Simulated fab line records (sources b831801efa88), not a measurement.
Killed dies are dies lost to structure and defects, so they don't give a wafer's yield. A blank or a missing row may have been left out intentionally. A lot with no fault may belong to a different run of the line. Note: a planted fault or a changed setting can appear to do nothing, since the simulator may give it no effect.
Struck lot and sound lot, side by side ; flow sky130 ; 17 out of 708 route steps
Sound: wafers L739.1, L739.4, L739.5. Wafers struck: L745.3, L745.4, L745.6. Last of all comes the cause.
Each step with rows lists, per side, the tool, then ch with its chambers, then its first start. Under that, the readings that differ: sound wafers ; struck wafers ; difference of the means ; sigmas: that difference in standard deviations of wafers without a fault.
alike: words and numbers the same on both sides, and readings whose means are apart by under 2 such deviations; not compared: readings that were withheld, readings missing a value for some wafer, numbers with overlapping values and no deviation given by the record, and bounds like >300 which may hide the same value.
The two part at a step that has a row with sigmas, a row that says differs or no value, or rows on one side only. Numbers that don't overlap but have no deviation are shown without sigmas and don't part them. A reading that every wafer of one side lacks parts them only if that side has two wafers or more.

SKY_LDD_HVN_OVL_MEAS_07:
  sound: overlay-02 at day 23 05:34; struck: overlay-02 at day 24 20:23
  alike: LDD_HVN_OVL
following that, these wafers have no rows for 1 step: SKY_LDD_HVN_IMPLANT_08.
SKY_LDD_HVN_STRIP_09: strips in O2/N2.
  sound on plasmaAsher-03 ch 0,1, day 23 05:44; struck on plasmaAsher-01 ch 0,1, day 24 20:35
  alike: chamberPressureMTorr, drypumpMotorCurrentA, n2FlowSccm, oesProductAu, stripTimeToEndpointS
  not compared: rfHoursCounterH
SKY_LDD_HVN_TW_MEAS_10:
  sound: filmMetro-04 at day 23 05:50; struck: filmMetro-03 at day 24 20:41
  alike: LDD_HVN_TW
then, 7 steps without rows for these wafers: SKY_LDD_HVP_DEHYDRATE_00 (time 60 s); SKY_LDD_HVP_HMDS_01 (prime time 60 s); SKY_LDD_HVP_COAT_02 (resist thk 300 nm); SKY_LDD_HVP_SOFTBAKE_03 (time 60 s); SKY_LDD_HVP_EXPOSE_04 (exposes mask HVPTM, target cd 700 nm); SKY_LDD_HVP_PEB_05; SKY_LDD_HVP_DEVELOP_06 (develop time 60 s).
SKY_LDD_HVP_OVL_MEAS_07:
  sound: overlay-02 at day 24 11:35; struck: overlay-02 at day 26 02:25
  alike: LDD_HVP_OVL
SKY_LDD_HVP_IMPLANT_08:
  sound on implanter-03 ch 0, day 24 11:37; struck on implanter-03 ch 0, day 26 02:29
reading;sound;struck;difference;sigmas
doseIonsCm2;1.7005e+13 1.6965e+13 1.7013e+13;1.1991e+13 1.2029e+13 1.2007e+13;-4.9853e+12;-99 or more
faradayCurrentUA;93.5 90.5 93.1;67.5 69.0 67.8;-24.3;-12
SKY_LDD_HVP_STRIP_09: strips in O2/N2.
  sound on plasmaAsher-02 ch 0,1, day 24 11:46; struck on plasmaAsher-02 ch 0,1, day 26 02:38
  alike: chamberPressureMTorr, drypumpMotorCurrentA, n2FlowSccm, oesProductAu, stripTimeToEndpointS
  not compared: rfHoursCounterH
SKY_LDD_HVP_TW_MEAS_10:
  sound: filmMetro-04 at day 24 11:52; struck: filmMetro-03 at day 26 02:43
reading;sound;struck;difference;sigmas
LDD_HVP_TW;461.3 464.7 460.0;415.1 411.8 412.2;-49.0;-21
then, 1 step without rows for these wafers: SKY_LDD_LDN_DEHYDRATE_00 (time 60 s).
-- here the record skips 23 days between the struck wafers' starts before and after, leaving off in module LDD_LDN and picking up in module PAD_OPEN (first step shown: number 708 of the route) --
SKY_PAD_OPEN_PROBE_99:
  sound: prober-02 at day 47 22:58; struck: prober-02 at day 48 19:10
reading;sound;struck;difference;sigmas
model.etest.tip_p_5v.rsOhmSq;2838 2850 2868;3628 3666 3600;+779;
model.etest.tip_p_5v.rsOhmSqRange;76.74 72.32 56.72;115.5 119.6 95.82;+41.7;
model.etest.pfetG5v0d10v5.driveUaUm;335.8 339.9 334.3;333.8 320 330.6;-8.5;
  alike: killed_at_M0_to_M3, killed_at_M4_up, killedAtContacts, killedAtFrontEnd, killedAtOther, killedDies, killedOnRim, killedOpen, killedShort
  not compared: model.etest.pfetG5v0d10v5.rOnOhmUm, model.etest.pfetG5v0d10v5.offLog10AUm

## WHERE THEY PART
Last at SKY_LDD_HVP_TW_MEAS_10 as far as this record goes, first at SKY_LDD_HVP_IMPLANT_08. Later steps at which nothing parts them and some readings are alike: SKY_PAD_OPEN_PROBE_99.

WHY: the cause the simulator had injected
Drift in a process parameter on implanter-03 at SKY_LDD_HVP_IMPLANT_08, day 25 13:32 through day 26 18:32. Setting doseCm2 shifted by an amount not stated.
